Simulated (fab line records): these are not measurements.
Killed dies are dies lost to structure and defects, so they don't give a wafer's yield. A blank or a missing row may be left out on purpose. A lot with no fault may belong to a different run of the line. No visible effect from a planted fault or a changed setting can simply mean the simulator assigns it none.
Comparing a struck lot with a sound one + flow sky130 + 15 steps out of a route of 708
Sound: these wafers, L289.2, L289.3, L289.5. Struck: wafer L307.1 (left out: L307.2, a lot-mate that was not struck); the cause follows at the end.
Per side, at each step with rows, come the tool, then ch with its chambers, and then its first start. Under that, the readings that differ: sound wafers + struck wafers + difference of the means + sigmas: that difference in standard deviations of wafers without a fault.
alike: same words and numbers on both sides, and readings whose means sit less than 2 such deviations apart. not compared: any withheld reading, any reading some wafer has no value for, any bound like >300 that may hide the same value, and any number with overlapping values for which the record gives no deviation.
The two part at a step that has a row with sigmas, a row that says differs or no value, or rows on one side only. Non-overlapping numbers with no deviation appear without sigmas and do not part them. A reading missing from all wafers of one side parts the sides only when that side holds two or more wafers.

first, 1 step without rows for these wafers: SKY_SONOS_TUNNEL_STRIP_11 (strips in SPM, time 600 s).
SKY_SONOS_TUNNEL_TW_MEAS_12:
  sound on film-metro-03 at day 12 06:16; struck on film-metro-04 at day 18 09:04
| reading         | sound             | struck | difference | sigmas |
|-----------------|-------------------|--------|------------|--------|
| SONOS_TUNNEL_TW | 198.5 199.0 197.3 | 194.8  | -3.5       | -2     |
then, 2 steps without rows for these wafers: SKY_SONOS_TUNNEL_CLEAN_13 (cleans in dHF, time 20 s); SKY_SONOS_ONO_OXIDATION_00 (stabilise 600 s, purge 300 s, target thk 2.6 nm).
SKY_SONOS_ONO_THK_MEAS_01:
  sound on film-metro-03 at day 12 08:52; struck on film-metro-03 at day 18 13:29
  alike: SONOS_ONO_OXIDATION_THK
then, 1 step without rows for these wafers: SKY_SONOS_ONO_CVD_02 (deposits Si3N4 from DCS/NH3, target thk 10.5 nm, time 180 s).
SKY_SONOS_ONO_THK_MEAS_03:
  sound on film-metro-01 at day 12 18:46; struck on film-metro-04 at day 18 15:09
  alike: SONOS_ONO_CVD_02_THK
then, 1 step without rows for these wafers: SKY_SONOS_ONO_CVD_04 (deposits SiO2 from SiH4/N2O, target thk 5.7199 nm).
SKY_SONOS_ONO_THK_MEAS_05:
  sound on film-metro-01 at day 12 20:05; struck on film-metro-04 at day 18 16:29
  alike: SONOS_ONO_CVD_04_THK
then, 3 steps without rows for these wafers: SKY_SONOS_ONO_DEHYDRATE_06 (time 60 s); SKY_SONOS_ONO_HMDS_07 (prime time 60 s); SKY_SONOS_ONO_COAT_08 (resist thk 1140 nm).
SKY_SONOS_ONO_SOFTBAKE_09: time 60 s.
  sound on litho-track-03 ch 0, day 13 07:55; struck on litho-track-02 ch 0, day 19 07:10
| reading                  | sound             | struck | difference | sigmas |
|--------------------------|-------------------|--------|------------|--------|
| heater-power-total-W (W) | 56.60 56.56 56.56 | 60.39  | +3.82      | +89    |
| run-length-s (s)         | 88.7 88.6 88.7    | 78.6   | -10.1      | -30    |
  not compared: plate-temp-C
then, 1 step without rows for these wafers: SKY_SONOS_ONO_EXPOSE_10 (exposes mask ONOM, target cd 410 nm).
-- here the record skips 32 days between the struck wafers' starts before and after, leaving off in module SONOS_ONO and picking up in module PAD_OPEN (first step shown: number 708 of the route) --
SKY_PAD_OPEN_PROBE_99:
  sound on prober-01 at day 47 07:04; struck on prober-01 at day 51 04:13
  alike: killed_at_M0_to_M3, killed_at_M4_up, killed-at-contacts, killed-at-front-end, killed-at-other, killed-dies, killed-open, killed-short

## WHERE THEY PART
Last at SKY_SONOS_ONO_SOFTBAKE_09 as far as this record goes, first at SKY_SONOS_TUNNEL_TW_MEAS_12. Later steps at which nothing parts them and some readings are alike: SKY_PAD_OPEN_PROBE_99.

WHY: what had been put in by the simulator
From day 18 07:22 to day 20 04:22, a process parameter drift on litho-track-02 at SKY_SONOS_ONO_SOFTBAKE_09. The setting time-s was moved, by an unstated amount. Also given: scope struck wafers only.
